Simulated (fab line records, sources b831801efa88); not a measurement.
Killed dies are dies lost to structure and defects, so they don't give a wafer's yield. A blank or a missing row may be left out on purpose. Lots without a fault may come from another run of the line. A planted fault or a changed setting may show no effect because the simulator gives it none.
Problem report in the 8D (eight disciplines) form, filled by code | flow sfq_line | the parts of the form that need people (team, actions taken, sign-off) are left out

1. THE PROBLEM
heater_power_total_W at SFQ_TRILAYER_I4_VIA_LITHO_PEB_106 reads a mean of 85.20 W on 9 wafers of 3 lots; wafers without a fault read 79.15 W with a standard deviation of 0.069. That is +88 standard deviations from the usual mean.
The step: peb time 60 s.
First seen on wafer L930.1, day 53 07:22, on litho_track-04. The record holds 45 wafers of 15 lots with a number at this step. Rule for "out", or "out of limits": more than 4 standard deviations from the usual mean. The other wafers with a number count as sound.

2. WHAT IT IS AND WHAT IT IS NOT
question                    | is                     | is not
which readings at this step | heater_power_total_W   | -
which lots                  | L930, L931, L932       | L920, L922, L923, L924, L925, L926, L927, L938, L940, L941, L942, L943
which wafers of those lots  | all that have a number | -
read on which tools         | litho_track-04         | litho_track-01, litho_track-03
when                        | from day 53 07:22      | up to then (21 sound wafers); but 15 sound wafers of L938, L940, L941, L942, L943 came after

3. SUSPECTS, AND WHAT RULES EACH OUT
Counting: a tool at a process step up to the reading stays a suspect if it ran every lot that is out and no sound lot after the first of them.
- litho_track-04 at SFQ_TRILAYER_I4_VIA_LITHO_PEB_106 (peb time 60 s): ruled out as a lasting fault. Sound lots L941 ran on it after its first lot that is out, L930 (day 53 07:22).
Left after counting: nothing in the record.

4. THE CAUSE (what the simulator had put in)
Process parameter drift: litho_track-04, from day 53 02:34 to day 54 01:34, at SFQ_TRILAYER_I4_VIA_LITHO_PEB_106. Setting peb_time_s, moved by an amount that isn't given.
Counting ruled it out, wrongly.

5. THE CHAIN OF EFFECTS, in route order
Each row: a reading whose mean over the struck wafers that have a number lies more than 3 standard deviations from the usual. Only readings for which the record gives a usual standard deviation are gone through. hours: the time from each lot's start at the first step in this table that gives one to its start at this step, as a median over the lots. sigmas: the change in usual standard deviations.
hours | step                              | reading              | usual   | on struck wafers | change | sigmas
0     | SFQ_TRILAYER_I4_VIA_LITHO_PEB_106 | heater_power_total_W | 79.15 W | 85.20            | +6.05  | +88
The process steps in it:
- SFQ_TRILAYER_I4_VIA_LITHO_PEB_106: peb time 60 s.

6. WHAT WOULD HAVE CAUGHT IT SOONER
In this record the first reading out of limits was taken at day 53 07:22, 5 hours after the fault began at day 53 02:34.
